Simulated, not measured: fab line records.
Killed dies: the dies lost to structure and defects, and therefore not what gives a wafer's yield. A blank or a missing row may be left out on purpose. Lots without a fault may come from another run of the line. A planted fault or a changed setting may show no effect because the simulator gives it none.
Chamber matching ; flow sky130 ; SKY_CONTACT_CMP_04 on cmp-01 has 4 sister chambers
The step polishes SiO2. 4 wafers are shown with their chamber, then 12 later ones without.

== WAFERS WITH THEIR CHAMBER ==
wafer;chamber;motor_current_A (A)
L083.5;1;14.3
L089.1;0;11.8
L089.3;3;10.1
L089.6;2;12.2

== WAFERS WHOSE CHAMBER IS MISSING ==
wafer;motor_current_A (A)
L095.1;11.9
L095.2;10.1
L095.5;14.4
L094.3;10.2
L094.4;14.7
L094.5;12.7
L096.1;15.1
L096.3;9.3
L096.4;12.3
L097.1;10.2
L097.3;10.8
L097.4;12.4

== CHAMBER TAKEN BY EACH ==
wafer;from the rows above;in truth
L095.1;can't be placed: 0 or 2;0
L095.2;3;3
L095.5;1;1
L094.3;3;3
L094.4;1;1
L094.5;can't be placed: 2 or 0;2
L096.1;1;1
L096.3;3;3
L096.4;can't be placed: 2 or 0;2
L097.1;3;3
L097.3;can't be placed: 3 or 0 or 2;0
L097.4;can't be placed: 2 or 0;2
Placed correctly: 7 of 12. Cannot be placed on the basis of these rows: 5; the candidates contain the true chamber in 5. Wrongly placed: 0.
How it was worked out, from the rows above alone: a wafer's distance from a chamber is the root of the sum, over the readings, of the square of ((its reading less the chamber's mean) divided by the reading's scatter). If the next closest chamber is less than 2 further off than the closest, the wafer can't be placed; otherwise it belongs to the closest. A chamber's mean is the mean of its shown wafers. The scatter (one wafer shown for each chamber): square how far every hidden wafer sits from the nearest shown wafer, average those squares and take the square root.
